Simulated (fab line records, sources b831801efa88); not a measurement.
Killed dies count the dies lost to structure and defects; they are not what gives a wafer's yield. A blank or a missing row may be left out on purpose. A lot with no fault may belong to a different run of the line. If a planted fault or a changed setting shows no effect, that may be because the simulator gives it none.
Matching of chambers ; flow sky130 ; SKY_FIELD_ISO_ETCH_17 on rie_si-01 has 4 sister chambers
The step etches Si in HBr/Cl2/O2, target depth 342 nm, time 97.7 s. 20 wafers are shown with their chamber, then 10 later ones without.

== WAFERS, EACH WITH ITS CHAMBER ==
wafer;chamber;oes_product_au (a.u.);rf_fwd_power_W (W);throttle_valve_pct (%)
L501.4;2;0.975;598.6;25.656
L501.5;1;1.008;595.5;25.656
L501.6;2;0.979;597.3;25.679
L499.3;2;0.973;598.5;25.674
L499.4;1;1.011;593.1;25.650
L499.6;3;1.004;594.1;25.671
L504.1;0;0.999;603.0;25.659
L504.2;3;0.989;596.5;25.656
L504.3;2;0.982;598.6;25.676
L505.1;1;1.024;594.8;25.662
L505.2;2;0.981;594.8;25.678
L505.4;3;0.994;596.8;25.658
L506.1;3;0.993;591.7;25.645
L506.2;2;0.990;594.0;25.661
L506.4;1;1.004;596.3;25.638
L507.1;3;0.996;591.0;25.660
L507.4;0;1.000;598.6;25.662
L507.6;2;0.984;596.5;25.678
L509.2;1;1.003;593.2;25.662
L509.4;2;0.989;594.6;25.669

SIGNATURES (means of the wafers above)
reading;chamber 0;chamber 1;chamber 2;chamber 3;scatter within a chamber
oes_product_au;0.99950;1.01000;0.98162;0.99520;0.00645
rf_fwd_power_W;600.800;594.580;596.612;594.020;2.12
throttle_valve_pct;25.66050;25.65360;25.67138;25.65800;0.00894
Rule: a wafer's distance from a chamber is the root of the sum, over the readings, of the square of ((its reading less the chamber's mean) divided by the reading's scatter). The wafer belongs to the nearest chamber; if the next one is less than 2 further off, it can't be placed. The scatter: the root of (the sum of the squares of (reading less its chamber's mean) over the shown wafers, divided by (wafers less chambers)).

== WAFERS WITH NO CHAMBER GIVEN ==
wafer;oes_product_au (a.u.);rf_fwd_power_W (W);throttle_valve_pct (%)
L509.5;1.008;592.8;25.636
L518.1;0.983;598.2;25.674
L518.2;0.997;595.8;25.652
L518.6;1.001;596.2;25.668
L520.1;0.993;597.7;25.654
L520.4;1.009;597.0;25.641
L520.6;0.997;597.2;25.652
L521.1;0.985;595.3;25.670
L521.3;1.005;595.1;25.653
L521.6;0.987;593.1;25.670

== THE CHAMBER EACH PASSED THROUGH ==
wafer;from the rows above;in truth
L509.5;can't be placed: 1 or 3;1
L518.1;2;2
L518.2;can't be placed: 3 or 1 or 0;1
L518.6;can't be placed: 3 or 1 or 0 or 2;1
L520.1;can't be placed: 3 or 0 or 2 or 1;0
L520.4;can't be placed: 1 or 0 or 3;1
L520.6;can't be placed: 3 or 0 or 1 or 2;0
L521.1;can't be placed: 2 or 3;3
L521.3;can't be placed: 1 or 3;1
L521.6;can't be placed: 2 or 3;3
Correctly placed: 1 of 10. From these rows, 9 cannot be placed; in 9 the true chamber is one of the candidates. Wrongly placed: 0.
